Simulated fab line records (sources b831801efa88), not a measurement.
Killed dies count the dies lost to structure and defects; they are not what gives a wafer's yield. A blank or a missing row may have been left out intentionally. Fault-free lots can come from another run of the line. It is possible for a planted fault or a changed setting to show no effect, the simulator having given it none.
fab line records | flow sky130
record: lots: 6 wafers: 18 last_day: 49
route steps=708 shown VIA4@645 METAL5@661 PAD_OPEN@708
lots untouched by any fault: they come from a run of this same line in which no faults occurred
start_h: hours from the record's opening day to when the first of the lot's shown wafers began | wait_h: hours since the lot's step before | " identical to the entry in the row above | L1.1+2: one row covering several wafers at once | - no value, or no start given | * or withheld: withheld | < > ~ a bound
route shown NAME@n: names a module that has steps shown in the file, with the first one's number in the route | usual: mean/standard deviation of fault-free wafers | same: alike in all rows | chamber/n: place in a boat | sites: the reading at each site | _std_site: standard deviation across them | _edge_site: mean of outer sites minus mean of inner sites | radius_mm: for every site, how far away it sits from the centre of the wafer | mask NAME#n: copy n | behind: the tool/chamber that last shaped the wafer | hold: reason for holding the lot/hours on hold/outcome of the hold | device: transistor that didn't switch, given as n, p or np | end of line: the same wafers' tests at the end of the route | a step without rows: its recipe alone | killed: dies lost to structure and defects at the first sort, not the wafer's yield | map: shows each die of a wafer: x if killed, . if not, _ if none is there
set.NAME: the run value of the setting; set.NAME@STEP: its run value at that earlier step | model.NAME: the simulator's own value behind a step, which no gauge read
certain route steps with their lots: each step a table, each wafer a row
services: a tool's chamber out of use, with start hour (start_h, from the record's first day; less than 0 if before it), hours out, and reason
== steps ==
step: SKY_VIA4_COAT_06
recipe: resist: NOVOLAK spin_rpm: 3000 resist_thk_nm: 1140
step: SKY_VIA4_SOFTBAKE_07
recipe: temp_c: 90 time_s: 60 resist: NOVOLAK
step: SKY_VIA4_EXPOSE_08
recipe: mask_id: VIM4 na: 0.6 source_shape: conventional sigma_outer: 0.6 polarization: unpolarized target_cd_nm: 800 dose_mj: 132
step: SKY_VIA4_PEB_09
recipe: temp_c: withheld time_s: * resist: NOVOLAK
step: SKY_VIA4_DEVELOP_10
recipe: resist: NOVOLAK developer: TMAH develop_time_s: 60 dev_temp_c: 23
step: SKY_VIA4_OVL_MEAS_11
usual: VIA4_OVL: 0.2/1.4
columns lot.wafer tool chamber start_h wait_h VIA4_OVL[nm]
L114.2 overlay-02 - 1028.93 0.1 0.1
L114.3 " - " " 1.6
L114.4 " - " " 0.9
L116.2 overlay-01 - 1041.50 0.1 -0.5
L116.3 " - " " -0.9
L116.4 " - " " -0.7
L117.1 overlay-02 - 1054.79 0.1 0.3
L117.4 " - " " 0.1
L117.5 " - " " 0.0
L124.1 overlay-01 - 1109.34 0.1 -1.2
L124.3 " - " " -1.1
L124.4 " - " " -1.6
L125.2 overlay-01 - 1114.20 0.1 0.8
L125.4 " - " " 1.4
L125.6 " - " " 1.4
L126.3 overlay-02 - 1117.49 0.1 0.4
L126.5 " - " " 0.9
L126.6 " - " " 1.4
step: SKY_VIA4_ETCH_12
recipe: target: SiO2 chemistry: C4F8/O2/Ar stop_on: TiN mask_material: NOVOLAK source_w: 1500 bias_w: 1163 pressure_mtorr: 40 c4f8_flow_sccm: withheld O2_flow_sccm: 6 Ar_flow_sccm: 300 time_s: withheld target_depth_a: 5800
usual: oes_product_au: 0.926/0.0053 rf_fwd_power_W: 1493/5
columns lot.wafer tool chamber start_h wait_h oes_product_au rf_fwd_power_W
L114.2 rie_diel-02 1 1028.96 0.0 0.926 1479
L114.3 " 2 " " 0.916 1495
L114.4 " 0 " " 0.934 1496
L116.2 rie_diel-04 3 1041.53 0.0 0.930 1497
L116.3 " 2 " " 0.923 1493
L116.4 " 1 " " 0.931 1493
L117.1 rie_diel-04 1 1054.83 0.0 0.921 1492
L117.4 " 2 " " 0.924 1493
L117.5 " 3 " " 0.925 1487
L124.1 rie_diel-03 2 1109.38 0.0 0.920 1487
L124.3 " 1 " " 0.935 1493
L124.4 " 3 " " 0.927 1484
L125.2 rie_diel-03 2 1114.23 0.0 0.926 1490
L125.4 " 3 " " 0.930 1492
L125.6 " 3 " " 0.923 1487
L126.3 rie_diel-03 3 1117.52 0.0 0.925 1490
L126.5 " 0 " " 0.919 1494
L126.6 " 3 " " 0.928 1488
step: SKY_VIA4_STRIP_13
recipe: chemistry: O2/N2 power_w: 1400 pressure_mtorr: 1500 platen_temp_c: withheld o2_flow_sccm: 3000 n2_flow_sccm: 300 overash_fraction: 0.5
usual: drypump_motor_current_A: 5.43/0.19 oes_product_au: 0.710/0.0043 strip_time_to_endpoint_s: 12.806/0.027
columns lot.wafer tool chamber start_h wait_h drypump_motor_current_A oes_product_au rf_hours_counter_h strip_time_to_endpoint_s
L114.2 plasma_asher-04 0 1029.04 - 5.30 0.706 125 12.805
L114.3 " 1 " " 4.98 0.710 - 12.776
L114.4 " 0 " " 5.31 0.710 - 12.823
L116.2 plasma_asher-02 1 1041.60 - 5.49 0.713 30 12.805
L116.3 " 0 " " 5.63 0.712 - 12.790
L116.4 " 1 " " 5.49 0.701 - 12.838
L117.1 plasma_asher-01 1 1054.90 - 5.47 0.710 95 12.816
L117.4 " 0 " " 5.45 0.713 - 12.800
L117.5 " 1 " " 5.47 0.705 - 12.773
L124.1 plasma_asher-01 1 1109.45 - 5.46 0.705 101 12.814
L124.3 " 1 " " 5.47 0.707 - 12.853
L124.4 " 0 " " 5.43 0.709 - 12.834
L125.2 plasma_asher-02 0 1114.30 - 5.59 0.709 38 12.820
L125.4 " 0 " " 5.59 0.714 - 12.765
L125.6 " 0 " " 5.58 0.708 - 12.766
L126.3 plasma_asher-04 0 1117.62 - 5.32 0.709 - 12.813
L126.5 " 1 " " 4.98 0.712 - 12.788
L126.6 " 0 " " 5.32 0.711 - 12.820
step: SKY_VIA4_STRIP_14
recipe: chemistry: post_etch_residue_remover time_s: 1200 temp_c: 72.5
step: SKY_VIA4_CLEAN_15
recipe: chemistry: IPA time_s: 180 temp_c: 25
step: SKY_VIA4_CLEAN_16
recipe: chemistry: O3/DIW dry: n2_spin
step: SKY_VIA4_SPUTTER_17
recipe: material: TiN target_thk_nm: 20 chamber_pressure_pa: 5 power_w: 4000 time_s: 80
usual: throttle_valve_pct: 29.8/1.2
columns lot.wafer tool chamber start_h wait_h throttle_valve_pct
L114.2 pvd_sputter-02 - 1029.67 0.0 29.5
L114.3 " - " " 32.1
L114.4 " - " " 29.3
L116.2 pvd_sputter-04 - 1042.53 0.0 29.7
L116.3 " - " " 28.8
L116.4 " - " " 31.1
L117.1 pvd_sputter-04 - 1055.97 0.0 30.9
L117.4 " - " " 28.9
L117.5 " - " " 30.9
L124.1 pvd_sputter-02 - 1110.04 0.0 32.3
L124.3 " - " " 28.5
L124.4 " - " " 29.3
L125.2 pvd_sputter-04 - 1114.90 0.0 31.1
L125.4 " - " " 27.8
L125.6 " - " " 29.2
L126.3 pvd_sputter-03 - 1118.19 0.0 29.4
L126.5 " - " " 30.3
L126.6 " - " " 29.3
step: SKY_VIA4_CVD_18
recipe: material: W target_thk_nm: 505 time_s: 152.14 temp_c: 400 pressure_torr: 40
usual: heater_power_w: 833/33 susceptor_temp_C: 400.00/0.22
columns lot.wafer tool chamber start_h wait_h heater_power_w since_wet_clean_h susceptor_temp_C model.W_of_VIA4_CVD_18.thk_nm
L114.2 cvd_w-02 0 1029.73 0.0 843 112 399.62 505.6
L114.3 " 0 " " 812 - 399.95 496.5
L114.4 " 1 " " 773 - 400.24 494.9
L116.2 cvd_w-01 0 1042.59 0.0 788 639 385.22 387.5
L116.3 " 0 " " 771 - 385.11 385.7
L116.4 " 1 " " 867 - 399.98 501.8
L117.1 cvd_w-01 0 1056.03 0.0 789 652 385.33 394.6
L117.4 " 1 " " 873 - 400.45 511
L117.5 " 1 " " 845 - 399.95 506.9
L124.1 cvd_w-01 1 1110.10 0.0 850 706 400.02 508.4
L124.3 " 0 " " 848 - 399.85 510.4
L124.4 " 1 " " 838 - 400.09 500.1
L125.2 cvd_w-02 0 1114.96 0.0 857 197 400.11 498.6
L125.4 " 1 " " 763 - 400.27 498.3
L125.6 " 1 " " 789 - 399.85 501.7
L126.3 cvd_w-02 0 1118.30 0.1 834 - 400.25 501.4
L126.5 " 0 " " 846 - 400.09 501.4
L126.6 " 1 " " 789 - 399.88 506.2
step: SKY_VIA4_RS_MEAS_19
recipe: thk_meas_gauge: four-point-probe reads: W_of_VIA4_CVD_18+TiN_of_VIA4_SPUTTER_17
usual: VIA4_W_RS: 0.2269/0.0027
columns lot.wafer tool chamber start_h wait_h hold VIA4_W_RS[ohm/sq]
L114.2 film_metro-01 - 1029.91 0.1 - 0.2261
L114.3 " - " " - 0.2299
L114.4 " - " " - 0.2312
L116.2 film_metro-03 - 1042.77 0.1 await_dispo/0.2h/release 0.2962
L116.3 " - " " await_dispo/0.2h/release 0.2978
L116.4 " - " " await_dispo/0.2h/release 0.2280
L116.2 film_metro-03 - 1043.05 0.3 - 0.2961
L116.3 " - " " - 0.2977
L116.4 " - " " - 0.2281
L117.1 film_metro-02 - 1056.18 0.1 await_dispo/0.2h/release 0.2909
L117.4 " - " " await_dispo/0.2h/release 0.2237
L117.5 " - " " await_dispo/0.2h/release 0.2257
L117.1 film_metro-02 - 1056.47 0.3 - 0.2911
L117.4 " - " " - 0.2238
L117.5 " - " " - 0.2251
L124.1 film_metro-02 - 1110.25 0.1 - 0.2247
L124.3 " - " " - 0.2245
L124.4 " - " " - 0.2284
L125.2 film_metro-01 - 1115.14 0.1 - 0.2297
L125.4 " - " " - 0.2293
L125.6 " - " " - 0.2279
L126.3 film_metro-02 - 1118.44 0.1 - 0.2286
L126.5 " - " " - 0.2281
L126.6 " - " " - 0.2257
step: SKY_VIA4_THK_MEAS_20
recipe: thk_meas_gauge: xrf reads: W_of_VIA4_CVD_18
usual: VIA4_W_THK: 506/7.4
columns lot.wafer tool chamber start_h wait_h hold VIA4_W_THK[nm]
L114.2 film_metro-01 - 1030.02 0.1 - 502
L114.3 " - " " - 493
L114.4 " - " " - 493
L116.2 film_metro-03 - 1048.93 5.9 await_dispo/0.2h/release 393
L116.3 " - " " await_dispo/0.2h/release 391
L116.4 " - " " await_dispo/0.2h/release 506
L116.2 film_metro-03 - 1049.19 0.2 - 390
L116.3 " - " " - 391
L116.4 " - " " - 503
L117.1 film_metro-02 - 1069.23 12.7 await_dispo/0.2h/release 401
L117.4 " - " " await_dispo/0.2h/release 518
L117.5 " - " " await_dispo/0.2h/release 513
L117.1 film_metro-02 - 1069.46 0.2 - 400
L117.4 " - " " - 520
L117.5 " - " " - 518
L124.1 film_metro-02 - 1110.37 0.1 - 518
L124.3 " - " " - 519
L124.4 " - " " - 510
L125.2 film_metro-01 - 1115.25 0.1 - 502
L125.4 " - " " - 501
L125.6 " - " " - 505
L126.3 film_metro-02 - 1118.54 0.1 - 510
L126.5 " - " " - 510
L126.6 " - " " - 514
step: SKY_VIA4_CMP_21
recipe: stop_on: SiO2 t_overpolish_s: 25 down_force_psi: 3.5 platen_rpm: 60 target_thk_nm: 0 pad_velocity_m_s: 0.94248
usual: motor_current_A: 11.7/0.74 time_to_endpoint_s: 124/4.4
columns lot.wafer tool chamber start_h wait_h hold motor_current_A time_to_endpoint_s
L114.3 cmp-01 2 1030.07 0.0 - 11.2 121
L114.2 " 3 " " - 13.7 121
L114.4 " 0 " " - 11.5 118
L116.3 cmp-02 3 1052.36 3.2 await_dispo/2.6h/release 10.6 92
L116.2 " 1 " " await_dispo/2.6h/release 12.8 93
L116.4 " 2 " " await_dispo/2.6h/release 11.4 121
L117.4 cmp-02 2 1072.13 2.6 await_dispo/2.1h/release 11.4 124
L117.1 " 0 " " await_dispo/2.1h/release 10.9 95
L117.5 " 2 " " await_dispo/2.1h/release 10.9 123
L124.3 cmp-02 2 1110.48 0.1 - 11.2 120
L124.4 " 3 " " - 11.1 117
L124.1 " 0 " " - 10.9 125
L125.2 cmp-01 0 1115.63 0.4 - 12.1 122
L125.4 " 1 " " - 11.7 127
L125.6 " 1 " " - 12.0 126
L126.3 cmp-01 1 1118.68 0.1 - 11.8 130
L126.5 " 3 " " - 13.5 125
L126.6 " 0 " " - 11.1 123
step: SKY_METAL5_SPUTTER_00
recipe: material: Ti target_thk_nm: 15 power_w: 3000 time_s: 10 chamber_pressure_pa: 0.4
usual: throttle_valve_pct: 29.3/1.1
columns lot.wafer tool chamber start_h wait_h throttle_valve_pct
L114.2 pvd_sputter-02 - 1030.37 0.2 29.4
L114.3 " - " " 28.7
L114.4 " - " " 32.1
L116.2 pvd_sputter-02 - 1052.66 0.1 28.8
L116.3 " - " " 32.1
L116.4 " - " " 28.3
L117.1 pvd_sputter-01 - 1072.43 0.1 28.3
L117.4 " - " " 28.1
L117.5 " - " " 29.7
L124.1 pvd_sputter-01 - 1110.73 0.1 29.6
L124.3 " - " " 29.8
L124.4 " - " " 28.4
L125.2 pvd_sputter-02 - 1115.93 0.2 29.3
L125.4 " - " " 29.1
L125.6 " - " " 29.1
L126.3 pvd_sputter-01 - 1118.88 0.1 29.8
L126.5 " - " " 28.4
L126.6 " - " " 29.2
step: SKY_PAD_OPEN_PROBE_99
usual: defect_limited_yield: 82.9/1.7 killed_at_M0_to_M3: 42/6.7 killed_at_M4_up: 3.4/2 killed_at_contacts: 24/5.1 killed_at_front_end: 14/4.2 killed_at_other: 0.2/0.49 killed_dies: 84/8.4 killed_open: 46/7 killed_short: 39/5.8 sort_bin_3_pad_short: 0.8/0.42 sort_bin_5_function: 10.2/1.3 sort_bin_6_memory: 6.1/1 sort_n_pass: 408/8.4 sort_yield_pct: 82.9/1.7
same: gross_dies: 492 killed_at_back_side: 0 sort_bin_4_leakage[%]: 0 sort_bin_8_speed[%]: 0
columns lot.wafer tool chamber start_h wait_h defect_limited_yield[%] killed_at_M0_to_M3 killed_at_M4_up killed_at_contacts killed_at_front_end killed_at_other killed_dies killed_open killed_short sort_bin_3_pad_short[%] sort_bin_5_function[%] sort_bin_6_memory[%] sort_n_pass sort_yield_pct[%]
L116.2 prober-01 - 1109.96 0.1 82.7 34 1 38 12 0 85 41 44 1.4 11.2 4.7 407 82.7
L116.3 prober-01 - 1110.01 0.2 79.5 53 2 25 21 0 101 50 51 0.2 12.8 7.5 391 79.5
L116.4 prober-01 - 1110.06 0.2 81.1 44 1 31 17 0 93 60 33 0.8 12.8 5.3 399 81.1
L117.1 prober-02 - 1121.27 0.1 85.2 40 6 21 6 0 73 37 36 0.8 9.1 4.9 419 85.2
L117.4 prober-02 - 1121.42 0.2 84.8 42 0 20 13 0 75 41 34 0.8 10.4 4.1 417 84.8
L117.5 prober-02 - 1121.47 0.2 82.7 42 1 32 10 0 85 49 36 0.8 10.4 6.1 407 82.7
L124.1 prober-02 - 1170.41 0.1 85.8 35 3 22 9 1 70 35 35 0.6 8.5 5.1 422 85.8
L124.3 prober-02 - 1170.51 0.2 83.5 44 1 22 13 1 81 42 39 0.8 10.8 4.9 411 83.5
L124.4 prober-02 - 1170.56 0.2 79.9 50 2 28 19 0 99 54 45 1.4 13.0 5.7 393 79.9
L126.3 prober-01 - 1177.38 0.2 82.7 51 6 18 10 0 85 44 41 0.4 11.0 5.9 407 82.7
L126.5 prober-01 - 1177.48 0.2 83.7 44 5 19 12 0 80 51 29 0.6 10.6 5.1 412 83.7
L126.6 prober-01 - 1177.53 0.2 83.5 39 3 23 16 0 81 42 39 0.8 10.8 4.9 411 83.5
killed by level:class
L116.2 CONTACT:geometric_particle:short=12 LI_CONTACT:geometric_particle:open=9 CONTACT:geometric_particle:open=9 VIA3:geometric_particle:open=6 VIA1:geometric_particle:short=5 METAL3:geometric_particle:short=5 FIELD_ISO:geometric_particle:open=4 METAL1:geometric_particle:short=4
L116.3 VIA1:geometric_particle:open=9 VIA2:geometric_particle:open=8 CONTACT:geometric_particle:short=7 METAL1:geometric_particle:short=7 VIA2:geometric_particle:short=6 CONTACT:geometric_particle:open=6 POLY_GATE:geometric_particle:open=5 LI_CONTACT:geometric_particle:open=5
L116.4 CONTACT:geometric_particle:open=17 VIA1:geometric_particle:open=9 VIA2:geometric_particle:open=9 METAL3:geometric_particle:short=8 LI_CONTACT:geometric_particle:open=6 VIA3:geometric_particle:short=6 FIELD_ISO:geometric_particle:short=5 FIELD_ISO:geometric_particle:open=5
L117.1 VIA1:geometric_particle:open=10 VIA3:geometric_particle:open=7 CONTACT:geometric_particle:open=6 VIA3:geometric_particle:short=5 LI_CONTACT:geometric_particle:open=5 METAL4:geometric_particle:short=5 LI_CONTACT:geometric_particle:short=4 METAL2:geometric_particle:short=4
L117.4 VIA1:geometric_particle:open=15 LI_CONTACT:geometric_particle:open=5 METAL2:geometric_particle:short=5 FIELD_ISO:geometric_particle:short=4 POLY_GATE:geometric_particle:open=4 CONTACT:geometric_particle:short=4 CONTACT:geometric_particle:open=4 METAL1:geometric_particle:short=4
L117.5 LI_CONTACT:geometric_particle:open=10 VIA1:geometric_particle:open=10 CONTACT:geometric_particle:short=8 VIA3:geometric_particle:open=8 CONTACT:geometric_particle:open=6 VIA2:geometric_particle:open=6 METAL1:geometric_particle:short=5 FIELD_ISO:geometric_particle:short=4
L124.1 CONTACT:geometric_particle:open=9 METAL2:geometric_particle:short=8 VIA2:geometric_particle:open=7 CONTACT:geometric_particle:short=5 VIA3:geometric_particle:open=5 LOCAL_INTERCONNECT:geometric_particle:short=4 VIA1:geometric_particle:open=4 METAL3:geometric_particle:short=4
L124.3 VIA1:geometric_particle:open=10 LI_CONTACT:geometric_particle:open=8 VIA1:geometric_particle:short=8 CONTACT:geometric_particle:open=6 METAL1:geometric_particle:short=6 VIA3:geometric_particle:open=6 VIA2:geometric_particle:open=5 FIELD_ISO:geometric_particle:short=3
L124.4 VIA1:geometric_particle:open=16 CONTACT:geometric_particle:open=9 METAL2:geometric_particle:short=9 FIELD_ISO:geometric_particle:short=7 LI_CONTACT:geometric_particle:open=7 VIA1:geometric_particle:short=6 VIA3:geometric_particle:open=5 POLY_GATE:geometric_particle:open=4
L126.3 VIA3:geometric_particle:open=11 CONTACT:geometric_particle:open=10 VIA2:geometric_particle:short=7 VIA2:geometric_particle:open=7 VIA1:geometric_particle:open=5 METAL4:geometric_particle:short=5 METAL3:geometric_particle:short=5 VIA3:geometric_particle:short=5
L126.5 VIA1:geometric_particle:open=13 LI_CONTACT:geometric_particle:open=9 CONTACT:geometric_particle:open=8 VIA3:geometric_particle:open=6 METAL2:geometric_particle:short=5 POLY_GATE:geometric_particle:open=4 METAL1:geometric_particle:short=4 VIA1:geometric_particle:short=4
L126.6 VIA1:geometric_particle:open=8 LI_CONTACT:geometric_particle:short=7 VIA2:geometric_particle:open=7 METAL1:geometric_particle:short=6 POLY_GATE:geometric_particle:open=5 VIA3:geometric_particle:open=5 LOCAL_INTERCONNECT:geometric_particle:short=5 FIELD_ISO:geometric_particle:open=4
== services ==
columns tool chamber start_h hours kind
plasma_asher-01 - 1009.29 1.8 repair
rie_diel-03 1 1014.01 15.8 repair
rie_diel-04 3 1022.23 9.0 repair
cmp-02 - 1025.82 1.8 repair
rie_diel-03 0 1027.22 10.4 repair
rie_diel-03 2 1037.59 5.7 repair
cmp-02 - 1038.76 1.8 repair
rie_diel-03 1 1040.52 3.8 repair
plasma_asher-01 - 1042.88 1.3 repair
pvd_sputter-01 - 1047.97 1.6 repair
plasma_asher-04 - 1048.79 21.2 repair
rie_diel-03 - 1051.10 2.8 pm
cmp-01 - 1056.74 1.5 repair
cvd_w-02 0 1063.14 4.8 repair
rie_diel-04 3 1063.32 4.7 repair
cvd_w-01 - 1063.58 14.6 pm
plasma_asher-04 - 1070.01 9.0 pm
cvd_w-01 - 1078.33 0.5 repair
cmp-02 - 1084.27 4.0 pm
rie_diel-03 2 1093.64 8.6 repair
pvd_sputter-01 - 1094.88 6.8 repair
cmp-02 - 1099.61 0.4 repair
cmp-02 - 1112.37 11.1 pm
rie_diel-03 1 1115.34 3.1 repair
== key ==
first_sign: step: SKY_VIA4_CVD_18 reading: susceptor_temp_C direction: down sigmas: 67 usual: * struck: *
effect: step: SKY_VIA4_RS_MEAS_19 reading: visit direction: added
effect: step: SKY_VIA4_RS_MEAS_19 reading: VIA4_W_RS direction: up sigmas: 25 usual: 0.2269 struck: 0.2950
effect: step: SKY_VIA4_THK_MEAS_20 reading: visit direction: added
effect: step: SKY_VIA4_THK_MEAS_20 reading: VIA4_W_THK direction: down sigmas: 15 usual: 506 struck: 395
effect: step: SKY_VIA4_CMP_21 reading: time_to_endpoint_s direction: down sigmas: 7 usual: * struck: *
model_effect: step: SKY_VIA4_CVD_18 value: W_of_VIA4_CVD_18.thk_nm without: 509.3 struck: 389.3
met_at SKY_VIA4_CVD_18
struck_wafers L116.2,L116.3,L117.1
fault: kind: process_parameter_drift tool: cvd_w-01 chamber: 0 onset_h: 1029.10 steps: SKY_VIA4_CVD_18 channel: temp_c offset: * shape: step end_h: 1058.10 acts_in: * stated: *
